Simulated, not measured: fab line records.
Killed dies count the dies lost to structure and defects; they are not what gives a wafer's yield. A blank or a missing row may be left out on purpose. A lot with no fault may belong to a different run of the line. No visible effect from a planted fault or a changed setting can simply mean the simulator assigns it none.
Which tool was responsible?    flow gf180mcu    13 lots, 39 wafers sampled, at 4 steps of a route of 602

## WHAT THE GAUGES SHOWED, per wafer
GF_CONTACT_THK_MEAS_26: measures by xrf.
lot   measured      on             CONTACT_W_THK (nm)
L791  day 16 02:42  film-metro-03  333 335 333
L792  day 16 11:55  film-metro-02  340 341 344
L793  day 16 22:31  film-metro-02  342 339 338
L796  day 18 04:58  film-metro-04  340 337 341
L798  day 18 20:52  film-metro-03  334 331 338
L805  day 22 00:19  film-metro-03  332 329 331
L804  day 22 07:26  film-metro-02  334 336 336
L807  day 22 12:53  film-metro-02  335 335 332
L806  day 22 14:31  film-metro-02  336 341 338
L808  day 22 18:51  film-metro-03  327 331 331
L810  day 23 02:22  film-metro-04  337 333 333
L811  day 23 17:17  film-metro-04  334 329 336
L813  day 24 05:19  film-metro-03  336 334 335

GF_M1_CD_MEAS_14 targets a cd of 230 nm.
lot   measured      on         cd-nm (nm)
L791  day 17 02:05  cd-sem-02  228.0 227.7 226.9
L792  day 17 11:14  cd-sem-01  232.9 232.1 232.4
L793  day 17 22:17  cd-sem-01  229.8 230.4 229.4
L796  day 19 04:10  cd-sem-01  229.8 229.9 229.5
L798  day 19 21:59  cd-sem-01  230.2 229.7 230.3
L805  day 23 00:25  cd-sem-02  230.6 229.3 231.0
L804  day 23 06:58  cd-sem-01  231.4 229.7 229.2
L807  day 23 12:02  cd-sem-01  230.1 229.1 229.4
L806  day 23 13:49  cd-sem-01  230.4 230.3 229.6
L808  day 23 18:07  cd-sem-02  231.5 230.0 230.7
L810  day 24 01:46  cd-sem-02  229.7 230.8 230.7
L811  day 24 16:07  cd-sem-02  229.7 228.7 229.4
L813  day 25 04:04  cd-sem-01  229.4 230.4 230.1

## WHAT TOOL EACH LOT RAN ON (gives the tool, then ch and the chambers of the sampled wafers, and finally the start)
lot   GF_CONTACT_ETCH_16                  GF_M1_SPUTTER_03
L791  rie-diel-03 ch 0,3, day 16 01:55    pvd-sputter-02, day 16 03:13
L792  rie-diel-03 ch 0,1, day 16 11:07    pvd-sputter-01, day 16 12:25
L793  rie-diel-03 ch 0,1,2, day 16 21:43  pvd-sputter-02, day 16 23:10
L796  rie-diel-03 ch 1,2,3, day 18 04:10  pvd-sputter-02, day 18 05:29
L798  rie-diel-01 ch 0,2,3, day 18 20:04  pvd-sputter-02, day 18 21:22
L805  rie-diel-03 ch 1,2, day 21 23:32    pvd-sputter-02, day 22 00:50
L804  rie-diel-03 ch 0,1,2, day 22 06:37  pvd-sputter-04, day 22 07:59
L807  rie-diel-03 ch 1,2, day 22 12:05    pvd-sputter-01, day 22 13:24
L806  rie-diel-01 ch 0,1,3, day 22 13:43  pvd-sputter-02, day 22 15:02
L808  rie-diel-03 ch 0,1,2, day 22 18:04  pvd-sputter-02, day 22 19:22
L810  rie-diel-01 ch 0,1,2, day 23 01:34  pvd-sputter-01, day 23 02:53
L811  rie-diel-03 ch 0,2,3, day 23 16:29  pvd-sputter-01, day 23 17:48
L813  rie-diel-01 ch 0,2, day 24 04:31    pvd-sputter-02, day 24 05:49
- GF_CONTACT_ETCH_16: etches BARC in N2/H2.
- GF_M1_SPUTTER_03: material Ti, target thk 10 nm, time 6.7 s.

## WHAT THE TOOLS THEMSELVES READ (means of the sampled wafers that have a number; where no wafer has one, the mark that the record gives instead)
GF_CONTACT_ETCH_16.
lot   tool         drypump-motor-current-A (A)  oes-product-au (a.u.)  throttle-valve-pct (%)
L791  rie-diel-03  5.3                          0.857                  13.228
L792  rie-diel-03  6.0                          0.854                  13.220
L793  rie-diel-03  5.9                          0.854                  13.234
L796  rie-diel-03  5.3                          0.858                  13.227
L798  rie-diel-01  5.6                          0.854                  13.237
L805  rie-diel-03  5.7                          0.861                  13.228
L804  rie-diel-03  5.9                          0.848                  13.232
L807  rie-diel-03  5.7                          0.849                  13.235
L806  rie-diel-01  5.7                          0.857                  13.223
L808  rie-diel-03  5.9                          0.853                  13.216
L810  rie-diel-01  5.8                          0.850                  13.218
L811  rie-diel-03  5.5                          0.853                  13.227
L813  rie-diel-01  5.8                          0.852                  13.221

GF_M1_SPUTTER_03.
lot   tool            cathode-dc-power-W (W)  chamber-pressure-pa (Pa)  throttle-valve-pct (%)
L791  pvd-sputter-02  2999.9                  0.2999                    29.1
L792  pvd-sputter-01  3000.3                  0.2998                    29.9
L793  pvd-sputter-02  2999.7                  0.3004                    29.4
L796  pvd-sputter-02  -                       -                         -
L798  pvd-sputter-02  -                       -                         -
L805  pvd-sputter-02  2999.7                  0.2996                    30.7
L804  pvd-sputter-04  3000.5                  0.2999                    29.6
L807  pvd-sputter-01  3000.5                  0.3001                    30.1
L806  pvd-sputter-02  3000.0                  0.2998                    29.1
L808  pvd-sputter-02  3000.0                  0.3002                    29.7
L810  pvd-sputter-01  3000.7                  0.2999                    30.3
L811  pvd-sputter-01  3000.0                  0.3001                    29.5
L813  pvd-sputter-02  2999.8                  0.3002                    29.8

## THE ANSWER, worked out from the rows above alone
Rule: the usual values come from the lots themselves. The widest of any qualifying gaps counts: lots, ordered by their means at a reading, are off when they make up no more than a third of the lots, leave a main group of 4 or more, and stand apart from it by 3 or more times the standard deviation of that group's means. A main group whose means are all the same, to the digits that the tables above print for the reading, isn't used. Also off: a lot with no number at a reading for which 4 or more lots have one. The other lots that the step has rows for count as sound. First the gauges in route order, then the tools' own readings, where a lot's mean is used as printed above. At the first step where some lot is off, the reading lying furthest off is the one used; lots without a number count as furthest.
Off: L796, L798 (GF_M1_SPUTTER_03, cathode-dc-power-W). Without a number there: L796, L798. Mean 3000.1 W and standard deviation 0.33 in the main group.
A tool fits if, at that step or a process step before it, it ran every lot that is off, and no sound lot after the first of them. No candidate that was tried fits.

## WHAT WAS PUT IN BY THE SIMULATOR
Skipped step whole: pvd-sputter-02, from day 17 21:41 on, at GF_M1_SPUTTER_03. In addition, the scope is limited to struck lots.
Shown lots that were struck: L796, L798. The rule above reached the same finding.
